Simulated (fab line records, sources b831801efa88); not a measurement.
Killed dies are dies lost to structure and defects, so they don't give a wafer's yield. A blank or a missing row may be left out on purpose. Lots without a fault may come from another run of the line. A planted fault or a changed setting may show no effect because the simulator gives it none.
Which tool did it? | flow gf180mcu | 12 lots, 36 wafers sampled, at 2 steps of a route of 602

WHAT THE GAUGES READ, wafer by wafer
GF_V5_OVL_MEAS_15.
lot  | measured     | on         | V5_OVL (nm)
L248 | day 27 05:45 | overlay-02 | 5 -7 -4
L249 | day 27 15:48 | overlay-02 | -8 -3 -3
L250 | day 27 19:43 | overlay-02 | -8 -15 -11
L251 | day 28 07:12 | overlay-02 | -3 -6 -1
L252 | day 28 12:09 | overlay-01 | -11 -3 -13
L262 | day 31 10:09 | overlay-02 | -7 -3 -2
L263 | day 31 13:51 | overlay-01 | -4 2 -3
L266 | day 32 18:31 | overlay-01 | -12 -6 -4
L268 | day 33 02:10 | overlay-02 | -10 -10 -4
L269 | day 33 05:48 | overlay-01 | 2 7 6
L271 | day 33 14:10 | overlay-01 | -2 -2 -8
L270 | day 33 16:24 | overlay-01 | -8 -12 -4

WHICH TOOL RAN EACH LOT (tool, then ch and the chambers of the sampled wafers, then the start)
lot  | GF_V3_ETCH_16
L248 | rie_diel-03 ch 1,2,3, day 22 10:50
L249 | rie_diel-02 ch 1,2,3, day 22 23:10
L250 | rie_diel-03 ch 0,1,2, day 23 03:11
L251 | rie_diel-03 ch 0,2,3, day 23 15:50
L252 | rie_diel-03 ch 0,2,3, day 23 21:41
L262 | rie_diel-03 ch 1,2,3, day 27 05:25
L263 | rie_diel-04 ch 2,3, day 27 11:20
L266 | rie_diel-04 ch 0,2,3, day 28 19:43
L268 | rie_diel-02 ch 0,1,2, day 29 03:38
L269 | rie_diel-03 ch 0,2,3, day 29 09:07
L271 | rie_diel-03 ch 2,3, day 29 18:38
L270 | rie_diel-02 ch 0,1,2, day 29 20:35
- GF_V3_ETCH_16: etches BARC in N2/H2.

WHAT THE TOOLS THEMSELVES READ (means of the sampled wafers that have a number; where no wafer has one, the mark that the record gives instead)
GF_V3_ETCH_16.
lot  | tool        | drypump_motor_current_A (A) | oes_product_au (a.u.) | rf_fwd_power_W (W) | throttle_valve_pct (%)
L248 | rie_diel-03 | 5.2                         | 0.854                 | 495.6              | 13.218
L249 | rie_diel-02 | 5.8                         | 0.858                 | 495.4              | 13.214
L250 | rie_diel-03 | 5.3                         | 0.854                 | 495.2              | 13.225
L251 | rie_diel-03 | 5.5                         | 0.858                 | 494.9              | 13.231
L252 | rie_diel-03 | 5.4                         | 0.859                 | 494.7              | 13.222
L262 | rie_diel-03 | 5.2                         | 0.853                 | 495.1              | 13.226
L263 | rie_diel-04 | 5.4                         | 0.860                 | 497.4              | 13.226
L266 | rie_diel-04 | 5.7                         | 0.857                 | 494.5              | 13.220
L268 | rie_diel-02 | 6.0                         | 0.857                 | 492.4              | 13.218
L269 | rie_diel-03 | 5.4                         | 0.856                 | 494.4              | 13.216
L271 | rie_diel-03 | 5.5                         | 0.856                 | 496.8              | 13.232
L270 | rie_diel-02 | 6.0                         | 0.850                 | 493.6              | 13.221

THE ANSWER, worked out from the rows above alone
Rule: what is usual is taken from the lots themselves. Put in order of their means at a reading, lots are off if they are a third of the lots or fewer, leave a main group of 4 or more, and stand apart from it by a gap of 3 or more times the standard deviation of the main group's means; of several such gaps the widest counts. A main group whose means are all the same, to the digits that the tables above print for the reading, isn't used. A lot without any number at a reading at which 4 lots or more have one is off too. The other lots that the step has rows for count as sound. The gauges are gone through in route order, then the tools' own readings, and for those a lot's mean is taken as printed above. The first step at which some lot is off is used, and at that step the reading that is off furthest; a lot without a number counts as furthest.
No lot is off at any reading shown: from this, nothing can be told.

WHAT THE SIMULATOR HAD PUT IN
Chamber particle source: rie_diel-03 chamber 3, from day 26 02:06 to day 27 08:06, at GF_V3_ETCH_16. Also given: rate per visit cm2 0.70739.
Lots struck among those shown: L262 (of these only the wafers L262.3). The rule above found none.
